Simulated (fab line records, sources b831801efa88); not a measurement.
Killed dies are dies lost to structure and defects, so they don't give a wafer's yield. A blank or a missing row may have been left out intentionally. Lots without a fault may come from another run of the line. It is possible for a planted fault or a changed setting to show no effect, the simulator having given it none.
Which tool was responsible?	flow gf180mcu	36 wafers from 12 lots sampled at 6 of the route's 602 steps

== WHAT EACH GAUGE READ, for each wafer ==
GF_DUAL_GATE_OVL_MEAS_11. Usual: DUAL_GATE_OVL gives -0.4 nm (standard deviation 1.2).
lot	measured	on	DUAL_GATE_OVL (nm)	flag
L620	day 8 12:39	overlay-02	-0.4 -0.5 0.2	
L621	day 8 15:56	overlay-02	0.7 -1.3 1.2	
L622	day 9 00:38	overlay-01	0.1 -1.1 -0.7	
L625	day 9 18:56	overlay-01	-1.9 -2.1 -1.0	
L626	day 10 04:28	overlay-02	1.6 1.3 1.1	
L627	day 10 04:35	overlay-01	-0.3 0.4 -1.0	
L629	day 11 02:15	overlay-01	0.8 1.7 1.0	
L632	day 11 20:23	overlay-01	1.7 -1.2 0.4	
L633	day 12 04:43	overlay-02	-1.7 -0.5 0.2	
L641	day 14 10:50	overlay-01	1.4 -0.2 0.3	
L642	day 14 18:41	overlay-01	-2.1 -0.2 -1.7	
L643	day 14 21:53	overlay-01	-1.4 0.4 1.4	

GF_HV_LDD_THK_MEAS_57. Usual: HV_LDD_CVD_56_THK gives 90.1 nm (standard deviation 1).
lot	measured	on	HV_LDD_CVD_56_THK (nm)	flag
L620	day 12 18:26	film metro-03	89.6 91.4 90.6	
L621	day 12 19:53	film metro-03	89.2 89.5 88.8	
L622	day 13 08:04	film metro-01	91.3 91.4 91.3	
L625	day 14 04:38	film metro-01	90.1 88.5 89.2	
L626	day 14 14:52	film metro-02	89.2 89.0 89.2	
L627	day 14 16:31	film metro-01	89.3 89.4 89.3	
L629	day 15 18:45	film metro-01	95.5 95.0 94.4	OFF
L632	day 16 13:25	film metro-03	94.2 94.2 93.9	OFF
L633	day 17 02:02	film metro-01	90.9 90.8 91.1	
L641	day 19 14:11	film metro-02	91.2 91.7 91.3	
L642	day 19 23:02	film metro-02	91.1 90.7 90.4	
L643	day 20 10:10	film metro-03	91.0 91.2 90.7	

GF_NSD_OVL_MEAS_08. Usual: NSD_OVL gives 0.4 nm (standard deviation 1.3).
lot	measured	on	NSD_OVL (nm)	flag
L620	day 13 14:07	overlay-02	3.4 2.6 0.7	
L621	day 13 15:10	overlay-02	2.4 1.5 0.9	
L622	day 14 04:28	overlay-02	3.5 0.4 1.1	
L625	day 15 01:11	overlay-02	1.7 1.8 1.5	
L626	day 15 12:16	overlay-02	2.7 2.0 1.0	
L627	day 15 13:49	overlay-01	-0.5 -0.1 -0.8	
L629	day 16 15:54	overlay-01	-1.3 -0.5 0.6	
L632	day 17 12:35	overlay-02	-0.2 -0.3 -0.7	
L633	day 18 02:07	overlay-01	-1.0 -2.1 -2.1	
L641	day 20 14:49	overlay-02	0.2 -1.0 0.1	
L642	day 20 22:26	overlay-02	-1.3 -1.0 -1.1	
L643	day 21 10:07	overlay-02	1.6 0.9 0.7	

GF_PSD_RS_MEAS_15: the measuring method here is four-point-probe. Usual: PSD_RS gives 108.59 ohm/sq (standard deviation 0.23).
lot	measured	on	PSD_RS (ohm/sq)	flag
L620	day 14 10:28	film metro-04	108.65 108.61 108.54	
L621	day 14 12:05	film metro-04	108.66 108.46 108.56	
L622	day 15 02:19	film metro-03	108.78 108.81 108.80	
L625	day 15 23:52	film metro-04	108.12 108.59 108.13	
L626	day 16 10:47	film metro-03	108.56 108.84 108.64	
L627	day 16 12:50	film metro-01	108.48 108.38 108.09	
L629	day 17 15:22	film metro-01	108.66 108.70 108.71	
L632	day 18 12:43	film metro-03	108.41 108.48 108.61	
L633	day 19 02:44	film metro-01	108.66 108.67 108.82	
L641	day 21 15:38	film metro-04	108.49 108.80 108.73	
L642	day 21 23:35	film metro-04	109.09 108.71 108.58	
L643	day 22 10:56	film metro-01	108.72 108.52 108.45	

== EACH LOT AND THE TOOL THAT RAN IT (in order: tool; ch and the chambers of the sampled wafers; start) ==
lot	GF_HV_LDD_CVD_56	GF_HV_LDD_ETCHBACK_58
L620	lpcvd-02 ch 0, day 12 16:59	rie diel-01 ch 0,1,3, day 12 18:29
L621	lpcvd-02 ch 0, day 12 18:25	rie diel-04 ch 0,2,3, day 12 19:55
L622	lpcvd-01 ch 0, day 13 06:37	rie diel-02 ch 1,2,3, day 13 08:07
L625	lpcvd-02 ch 1, day 14 03:13	rie diel-01 ch 1,2, day 14 04:42
L626	lpcvd-02 ch 1, day 14 13:24	rie diel-02 ch 0,1,2, day 14 14:55
L627	lpcvd-02 ch 1, day 14 15:05	rie diel-01 ch 0,2, day 14 16:34
L629	lpcvd-02 ch 1, day 15 17:18	rie diel-02 ch 0,1, day 15 18:47
L632	lpcvd-02 ch 1, day 16 11:58	rie diel-04 ch 2,3, day 16 13:28
L633	lpcvd-01 ch 0, day 17 00:37	rie diel-04 ch 0,1,3, day 17 02:06
L641	lpcvd-02 ch 1, day 19 12:45	rie diel-01 ch 0,1,3, day 19 14:14
L642	lpcvd-01 ch 0, day 19 21:36	rie diel-01 ch 0,1,3, day 19 23:05
L643	lpcvd-02 ch 0, day 20 08:45	rie diel-02 ch 0,1,2, day 20 10:14
- GF_HV_LDD_CVD_56: deposits Si3N4 from DCS/NH3, target thk 90 nm, time 1543 s.
- GF_HV_LDD_ETCHBACK_58: etches Si3N4 in CH3F/O2, stops on SiO2, time 100 s, target depth 90 nm.

== AS READ BY THE TOOLS THEMSELVES (means over the sampled wafers that have a number; for cases with no such wafer, the mark the record gives instead) ==
GF_HV_LDD_CVD_56. Usual: spike tc bottom C 789.5 C, standard deviation 2.8; spike tc centre C 770.3 C, standard deviation 1.8; spike tc lower C 769.8 C, standard deviation 1; spike tc top C 784.1 C, standard deviation 2.7; susceptor temp C 770.0 C, standard deviation 0.31.
lot	tool	spike tc bottom C (C)	spike tc centre C (C)	spike tc lower C (C)	spike tc top C (C)	susceptor temp C (C)	flag
L620	lpcvd-02	787.1	771.4	770.8	787.7	770.2	
L621	lpcvd-02	786.7	771.2	770.7	787.9	769.7	
L622	lpcvd-01	793.2	770.7	769.4	781.1	769.8	
L625	lpcvd-02	787.3	768.7	768.9	784.4	769.8	
L626	lpcvd-02	787.6	768.3	769.7	784.1	769.9	
L627	lpcvd-02	787.9	768.1	770.2	784.2	769.7	
L629	lpcvd-02	790.6	770.9	772.4	787.5	772.8	OFF
L632	lpcvd-02	790.9	771.2	773.2	786.9	772.8	OFF
L633	lpcvd-01	793.1	770.5	769.3	781.0	770.8	
L641	lpcvd-02	789.7	768.6	770.4	784.0	769.8	
L642	lpcvd-01	793.3	771.1	768.3	780.6	769.9	
L643	lpcvd-02	787.1	770.1	770.9	788.1	770.0	

GF_HV_LDD_ETCHBACK_58. Usual: drypump motor current A 5.9 A, standard deviation 0.49; oes product au 0.843 a.u., standard deviation 0.0071; rf fwd power W 397.7 W, standard deviation 1.4; throttle valve pct 10.560 %, standard deviation 0.0095.
lot	tool	drypump motor current A (A)	oes product au (a.u.)	rf fwd power W (W)	throttle valve pct (%)	flag
L620	rie diel-01	5.9	0.845	397.5	10.573	
L621	rie diel-04	6.4	0.840	397.6	10.557	
L622	rie diel-02	6.0	0.846	396.7	10.565	
L625	rie diel-01	5.2	0.838	397.7	10.562	
L626	rie diel-02	6.0	0.839	397.3	10.567	
L627	rie diel-01	5.3	0.838	397.7	10.563	
L629	rie diel-02	5.8	0.867	397.4	10.566	OFF
L632	rie diel-04	6.2	0.862	397.8	10.555	
L633	rie diel-04	6.3	0.848	397.3	10.557	
L641	rie diel-01	5.9	0.848	397.9	10.558	
L642	rie diel-01	5.9	0.841	397.6	10.567	
L643	rie diel-02	6.0	0.849	398.1	10.566	

== THE ANSWER, worked out from the rows above alone ==
Rule: a lot counts as off when the mean over its wafers that have a number is more than 3 standard deviations away from the usual mean. A lot without any number at a reading at which 4 lots or more have one is off too. The other lots that the step has rows for count as sound. Order of review: gauges by route order, followed by the tools' own readings, for which a lot's mean as printed above is used. At the first step where some lot is off, the reading lying furthest off is the one used; lots without a number count as furthest.
Off: L629, L632, at GF_HV_LDD_THK_MEAS_57 (HV_LDD_CVD_56_THK).
A tool fits if, at a process step before that reading, it ran every lot that is off, and no sound lot after the first of them. Not tried: the gauges at GF_HV_LDD_THK_MEAS_57; whatever is off there is also off at GF_HV_LDD_CVD_56, on other tools, and gauge error can't account for it. Of those tried, none fits.

== WHAT THE SIMULATOR HAD INSERTED ==
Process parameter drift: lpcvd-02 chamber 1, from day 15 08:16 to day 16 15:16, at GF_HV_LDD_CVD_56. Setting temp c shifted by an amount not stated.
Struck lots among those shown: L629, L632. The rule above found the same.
